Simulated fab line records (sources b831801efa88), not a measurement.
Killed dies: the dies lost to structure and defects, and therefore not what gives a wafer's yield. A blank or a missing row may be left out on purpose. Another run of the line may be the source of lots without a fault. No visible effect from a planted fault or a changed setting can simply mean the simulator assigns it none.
Which of the tools did it? / flow sky130 / 11 lots with 33 wafers sampled at 5 steps, on a route of 708 steps

== WHAT THE GAUGES SHOWED, per wafer ==
SKY_VT_ADJUST_NCORE_CD_MEAS_07 targets a cd of 380 nm. Usual: cd-nm reads 379.7 nm (standard deviation 2.4).
lot=L353; measured=day 8 16:07; on=cd-sem-01; cd-nm (nm)=381.9 380.9 383.8; flag=
lot=L354; measured=day 9 01:21; on=cd-sem-01; cd-nm (nm)=380.6 379.7 380.1; flag=
lot=L355; measured=day 9 08:46; on=cd-sem-01; cd-nm (nm)=380.6 380.1 381.0; flag=
lot=L359; measured=day 10 06:58; on=cd-sem-02; cd-nm (nm)=380.3 379.9 378.7; flag=
lot=L361; measured=day 11 09:46; on=cd-sem-01; cd-nm (nm)=375.6 377.1 376.2; flag=
lot=L362; measured=day 11 17:28; on=cd-sem-02; cd-nm (nm)=378.7 380.5 378.9; flag=
lot=L364; measured=day 11 23:03; on=cd-sem-02; cd-nm (nm)=377.8 376.0 376.6; flag=
lot=L372; measured=day 14 11:51; on=cd-sem-02; cd-nm (nm)=381.0 381.8 380.5; flag=
lot=L373; measured=day 14 19:43; on=cd-sem-02; cd-nm (nm)=378.2 377.3 376.0; flag=
lot=L374; measured=day 14 19:50; on=cd-sem-01; cd-nm (nm)=379.1 380.1 378.0; flag=
lot=L375; measured=day 15 06:26; on=cd-sem-01; cd-nm (nm)=379.7 376.8 377.9; flag=

SKY_VT_ADJUST_HVTR_CD_MEAS_07 targets a cd of 380 nm. Usual: cd-nm reads 379.4 nm (standard deviation 2.6).
lot=L353; measured=day 9 12:58; on=cd-sem-01; cd-nm (nm)=385.0 383.6 383.9; flag=
lot=L354; measured=day 9 22:52; on=cd-sem-02; cd-nm (nm)=381.9 380.4 381.8; flag=
lot=L355; measured=day 10 06:40; on=cd-sem-01; cd-nm (nm)=379.1 376.3 378.7; flag=
lot=L359; measured=day 11 04:16; on=cd-sem-02; cd-nm (nm)=375.4 377.4 374.2; flag=
lot=L361; measured=day 12 10:52; on=cd-sem-02; cd-nm (nm)=376.6 377.4 377.5; flag=
lot=L362; measured=day 12 18:07; on=cd-sem-02; cd-nm (nm)=388.1 387.1 389.0; flag=OFF
lot=L364; measured=day 13 00:02; on=cd-sem-02; cd-nm (nm)=391.6 392.2 394.9; flag=OFF
lot=L372; measured=day 15 14:44; on=cd-sem-02; cd-nm (nm)=378.2 378.7 378.2; flag=
lot=L373; measured=day 15 22:55; on=cd-sem-01; cd-nm (nm)=378.3 379.4 379.7; flag=
lot=L374; measured=day 15 23:10; on=cd-sem-02; cd-nm (nm)=381.9 381.4 383.8; flag=
lot=L375; measured=day 16 10:08; on=cd-sem-01; cd-nm (nm)=380.4 378.6 378.9; flag=

== TOOL THAT RAN EACH LOT (tool first, then ch and the chambers of the sampled wafers, then the start) ==
lot=L353; SKY_FIELD_ISO_CMP_27=cmp-01 ch 1,2,3, day 2 15:17; SKY_VT_ADJUST_NCORE_STRIP_10=plasma-asher-02 ch 0,1, day 8 16:26; SKY_VT_ADJUST_HVTR_COAT_02=litho-track-02 ch 0, day 9 02:16
lot=L354; SKY_FIELD_ISO_CMP_27=cmp-01 ch 2,3, day 2 20:18; SKY_VT_ADJUST_NCORE_STRIP_10=plasma-asher-04 ch 0,1, day 9 01:39; SKY_VT_ADJUST_HVTR_COAT_02=litho-track-02 ch 0, day 9 12:04
lot=L355; SKY_FIELD_ISO_CMP_27=cmp-01 ch 1,2,3, day 3 00:10; SKY_VT_ADJUST_NCORE_STRIP_10=plasma-asher-03 ch 0,1, day 9 09:04; SKY_VT_ADJUST_HVTR_COAT_02=litho-track-04 ch 0, day 9 19:46
lot=L359; SKY_FIELD_ISO_CMP_27=cmp-01 ch 0,2,3, day 3 19:34; SKY_VT_ADJUST_NCORE_STRIP_10=plasma-asher-04 ch 0,1, day 10 07:17; SKY_VT_ADJUST_HVTR_COAT_02=litho-track-01 ch 0, day 10 17:28
lot=L361; SKY_FIELD_ISO_CMP_27=cmp-01 ch 0,1,2, day 4 12:40; SKY_VT_ADJUST_NCORE_STRIP_10=plasma-asher-03 ch 0, day 11 10:04; SKY_VT_ADJUST_HVTR_COAT_02=litho-track-04 ch 0, day 11 22:13
lot=L362; SKY_FIELD_ISO_CMP_27=cmp-02 ch 1,2,3, day 4 19:26; SKY_VT_ADJUST_NCORE_STRIP_10=plasma-asher-02 ch 0,1, day 11 17:51; SKY_VT_ADJUST_HVTR_COAT_02=litho-track-01 ch 0, day 12 05:43
lot=L364; SKY_FIELD_ISO_CMP_27=cmp-02 ch 0,1,3, day 5 01:11; SKY_VT_ADJUST_NCORE_STRIP_10=plasma-asher-04 ch 0,1, day 11 23:20; SKY_VT_ADJUST_HVTR_COAT_02=litho-track-01 ch 0, day 12 11:36
lot=L372; SKY_FIELD_ISO_CMP_27=cmp-02 ch 0,2,3, day 6 18:25; SKY_VT_ADJUST_NCORE_STRIP_10=plasma-asher-02 ch 0,1, day 14 12:08; SKY_VT_ADJUST_HVTR_COAT_02=litho-track-01 ch 0, day 15 01:45
lot=L373; SKY_FIELD_ISO_CMP_27=cmp-01 ch 1,2, day 7 00:56; SKY_VT_ADJUST_NCORE_STRIP_10=plasma-asher-02 ch 0,1, day 14 20:02; SKY_VT_ADJUST_HVTR_COAT_02=litho-track-01 ch 0, day 15 09:04
lot=L374; SKY_FIELD_ISO_CMP_27=cmp-02 ch 1,2,3, day 7 04:26; SKY_VT_ADJUST_NCORE_STRIP_10=plasma-asher-03 ch 0,1, day 14 20:08; SKY_VT_ADJUST_HVTR_COAT_02=litho-track-01 ch 0, day 15 09:40
lot=L375; SKY_FIELD_ISO_CMP_27=cmp-01 ch 0,1,3, day 7 09:13; SKY_VT_ADJUST_NCORE_STRIP_10=plasma-asher-04 ch 0,1, day 15 06:44; SKY_VT_ADJUST_HVTR_COAT_02=litho-track-02 ch 0, day 15 19:44
- SKY_FIELD_ISO_CMP_27: polishes, stops on Si3N4, t overpolish 16 s, target thk 457.8 nm.
- SKY_VT_ADJUST_NCORE_STRIP_10: strips in O2/N2.
- SKY_VT_ADJUST_HVTR_COAT_02: resist thk 1140 nm.

== AS READ BY THE TOOLS THEMSELVES (means over the sampled wafers that have a number; for cases with no such wafer, the mark the record gives instead) ==
SKY_FIELD_ISO_CMP_27. Usual: motor-current-A 12.3 A, standard deviation 1.3; overpolish-run-s 16.000 s, standard deviation 0.0085; time-to-endpoint-s 111 s, standard deviation 3.6.
lot=L353; tool=cmp-01; motor-current-A (A)=11.4; overpolish-run-s (s)=16.008; time-to-endpoint-s (s)=112; flag=
lot=L354; tool=cmp-01; motor-current-A (A)=10.8; overpolish-run-s (s)=15.999; time-to-endpoint-s (s)=108; flag=
lot=L355; tool=cmp-01; motor-current-A (A)=11.5; overpolish-run-s (s)=16.004; time-to-endpoint-s (s)=116; flag=
lot=L359; tool=cmp-01; motor-current-A (A)=12.0; overpolish-run-s (s)=16.016; time-to-endpoint-s (s)=112; flag=
lot=L361; tool=cmp-01; motor-current-A (A)=12.8; overpolish-run-s (s)=16.006; time-to-endpoint-s (s)=114; flag=
lot=L362; tool=cmp-02; motor-current-A (A)=12.9; overpolish-run-s (s)=16.010; time-to-endpoint-s (s)=110; flag=
lot=L364; tool=cmp-02; motor-current-A (A)=11.8; overpolish-run-s (s)=16.005; time-to-endpoint-s (s)=113; flag=
lot=L372; tool=cmp-02; motor-current-A (A)=12.1; overpolish-run-s (s)=16.002; time-to-endpoint-s (s)=109; flag=
lot=L373; tool=cmp-01; motor-current-A (A)=12.3; overpolish-run-s (s)=15.994; time-to-endpoint-s (s)=111; flag=
lot=L374; tool=cmp-02; motor-current-A (A)=13.2; overpolish-run-s (s)=16.005; time-to-endpoint-s (s)=116; flag=
lot=L375; tool=cmp-01; motor-current-A (A)=12.8; overpolish-run-s (s)=15.991; time-to-endpoint-s (s)=115; flag=

SKY_VT_ADJUST_NCORE_STRIP_10. Usual: drypump-motor-current-A 5.6 A, standard deviation 0.49; oes-product-au 0.715 a.u., standard deviation 0.0042; strip-time-to-endpoint-s 14.18 s, standard deviation 0.038.
lot=L353; tool=plasma-asher-02; drypump-motor-current-A (A)=6.1; oes-product-au (a.u.)=0.713; strip-time-to-endpoint-s (s)=14.17; flag=
lot=L354; tool=plasma-asher-04; drypump-motor-current-A (A)=5.4; oes-product-au (a.u.)=0.712; strip-time-to-endpoint-s (s)=14.16; flag=
lot=L355; tool=plasma-asher-03; drypump-motor-current-A (A)=6.0; oes-product-au (a.u.)=0.714; strip-time-to-endpoint-s (s)=14.20; flag=
lot=L359; tool=plasma-asher-04; drypump-motor-current-A (A)=5.2; oes-product-au (a.u.)=0.715; strip-time-to-endpoint-s (s)=14.26; flag=
lot=L361; tool=plasma-asher-03; drypump-motor-current-A (A)=6.0; oes-product-au (a.u.)=0.712; strip-time-to-endpoint-s (s)=14.16; flag=
lot=L362; tool=plasma-asher-02; drypump-motor-current-A (A)=6.1; oes-product-au (a.u.)=0.714; strip-time-to-endpoint-s (s)=14.18; flag=
lot=L364; tool=plasma-asher-04; drypump-motor-current-A (A)=5.2; oes-product-au (a.u.)=0.717; strip-time-to-endpoint-s (s)=14.19; flag=
lot=L372; tool=plasma-asher-02; drypump-motor-current-A (A)=5.6; oes-product-au (a.u.)=0.709; strip-time-to-endpoint-s (s)=14.20; flag=
lot=L373; tool=plasma-asher-02; drypump-motor-current-A (A)=6.1; oes-product-au (a.u.)=0.714; strip-time-to-endpoint-s (s)=14.19; flag=
lot=L374; tool=plasma-asher-03; drypump-motor-current-A (A)=6.0; oes-product-au (a.u.)=0.712; strip-time-to-endpoint-s (s)=14.23; flag=
lot=L375; tool=plasma-asher-04; drypump-motor-current-A (A)=5.2; oes-product-au (a.u.)=0.715; strip-time-to-endpoint-s (s)=14.19; flag=

SKY_VT_ADJUST_HVTR_COAT_02. Usual: spin-speed-rpm reads 2999.8 rpm (standard deviation 2).
lot=L353; tool=litho-track-02; spin-speed-rpm (rpm)=3000.8; flag=
lot=L354; tool=litho-track-02; spin-speed-rpm (rpm)=3002.6; flag=
lot=L355; tool=litho-track-04; spin-speed-rpm (rpm)=2998.7; flag=
lot=L359; tool=litho-track-01; spin-speed-rpm (rpm)=2999.3; flag=
lot=L361; tool=litho-track-04; spin-speed-rpm (rpm)=2998.3; flag=
lot=L362; tool=litho-track-01; spin-speed-rpm (rpm)=3663.4; flag=OFF
lot=L364; tool=litho-track-01; spin-speed-rpm (rpm)=3662.5; flag=OFF
lot=L372; tool=litho-track-01; spin-speed-rpm (rpm)=2999.1; flag=
lot=L373; tool=litho-track-01; spin-speed-rpm (rpm)=2999.0; flag=
lot=L374; tool=litho-track-01; spin-speed-rpm (rpm)=2999.7; flag=
lot=L375; tool=litho-track-02; spin-speed-rpm (rpm)=2999.6; flag=

== THE ANSWER, worked out from the rows above alone ==
Rule: take the mean of a lot's wafers that have a number; if it is more than 3 standard deviations from the usual mean, the lot is off. A lot without any number at a reading at which 4 lots or more have one is off too. Where the step has rows for the other lots, those lots are counted as sound. First the gauges in route order, then the tools' own readings, where a lot's mean is used as printed above. The first step at which some lot is off is used, and at that step the reading that is off furthest; a lot without a number counts as furthest.
Off, at SKY_VT_ADJUST_HVTR_CD_MEAS_07 on cd-nm: L362, L364.
If a tool, at a process step before that reading, ran all the lots that are off and no sound lot after the first of them, it fits. The gauges at SKY_VT_ADJUST_HVTR_CD_MEAS_07 aren't tried: what is off there is off at SKY_VT_ADJUST_HVTR_COAT_02 too, on other tools, and a gauge's error can't cause that. No candidate that was tried fits.

== WHAT HAD BEEN PUT IN BY THE SIMULATOR ==
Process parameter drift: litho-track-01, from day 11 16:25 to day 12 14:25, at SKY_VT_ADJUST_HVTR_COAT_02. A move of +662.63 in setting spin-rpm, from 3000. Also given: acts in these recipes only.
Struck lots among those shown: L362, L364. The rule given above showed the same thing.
